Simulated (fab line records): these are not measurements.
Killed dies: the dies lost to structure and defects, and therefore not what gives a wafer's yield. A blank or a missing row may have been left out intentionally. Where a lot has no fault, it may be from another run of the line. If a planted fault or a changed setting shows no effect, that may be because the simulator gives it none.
Which tool was responsible? / flow sky130 / 13 lots, 39 wafers sampled, at 1 step of a route of 708

## WHAT THE GAUGES SHOWED, per wafer
SKY_METAL5_THK_MEAS_06: measures by xrf. Usual: METAL5_ALCU_THK gives 1149 nm (standard deviation 15).
lot=L903; measured=day 42 20:19; on=film_metro-02; METAL5_ALCU_THK (nm)=1147 1162 1153; flag=
lot=L904; measured=day 43 00:29; on=film_metro-02; METAL5_ALCU_THK (nm)=1132 1137 1147; flag=
lot=L905; measured=day 43 09:35; on=film_metro-01; METAL5_ALCU_THK (nm)=1132 1126 1125; flag=
lot=L906; measured=day 43 18:23; on=film_metro-02; METAL5_ALCU_THK (nm)=1156 1148 1164; flag=
lot=L908; measured=day 44 14:50; on=film_metro-03; METAL5_ALCU_THK (nm)=1131 1133 1130; flag=
lot=L910; measured=day 45 02:46; on=film_metro-02; METAL5_ALCU_THK (nm)=1155 1146 1159; flag=
lot=L915; measured=day 46 04:13; on=film_metro-01; METAL5_ALCU_THK (nm)=1139 1151 1129; flag=
lot=L918; measured=day 46 14:14; on=film_metro-03; METAL5_ALCU_THK (nm)=1138 1146 1136; flag=
lot=L920; measured=day 47 12:10; on=film_metro-02; METAL5_ALCU_THK (nm)=1163 1162 1170; flag=
lot=L921; measured=day 47 13:00; on=film_metro-02; METAL5_ALCU_THK (nm)=1156 1148 1153; flag=
lot=L922; measured=day 47 22:11; on=film_metro-03; METAL5_ALCU_THK (nm)=1133 1134 1128; flag=
lot=L923; measured=day 48 00:56; on=film_metro-03; METAL5_ALCU_THK (nm)=1162 1156 1161; flag=
lot=L924; measured=day 48 08:16; on=film_metro-01; METAL5_ALCU_THK (nm)=1166 1169 1177; flag=

## WHICH TOOL RAN EACH LOT (tool, then ch and the chambers of the sampled wafers, then the start)
There is no process step in the record ahead of these readings.

## WHAT THE TOOLS THEMSELVES READ (means of the sampled wafers that have a number; where no wafer has one, the mark that the record gives instead)
The record holds no such reading with a usual standard deviation.

## THE ANSWER, worked out from the rows above alone
Rule: lot off if the mean of its wafers having a number is beyond 3 standard deviations from the usual mean. Also off: a lot with no number at a reading for which 4 or more lots have one. Any other lot the step has rows for is counted as sound. After the gauges, taken in route order, come the tools' own readings; for these a lot's mean is taken, as printed above. The first step at which some lot is off is used, and at that step the reading that is off furthest; a lot without a number counts as furthest.
No lot is off at any reading shown: from this, nothing can be told.

## WHAT THE SIMULATOR HAD PUT IN
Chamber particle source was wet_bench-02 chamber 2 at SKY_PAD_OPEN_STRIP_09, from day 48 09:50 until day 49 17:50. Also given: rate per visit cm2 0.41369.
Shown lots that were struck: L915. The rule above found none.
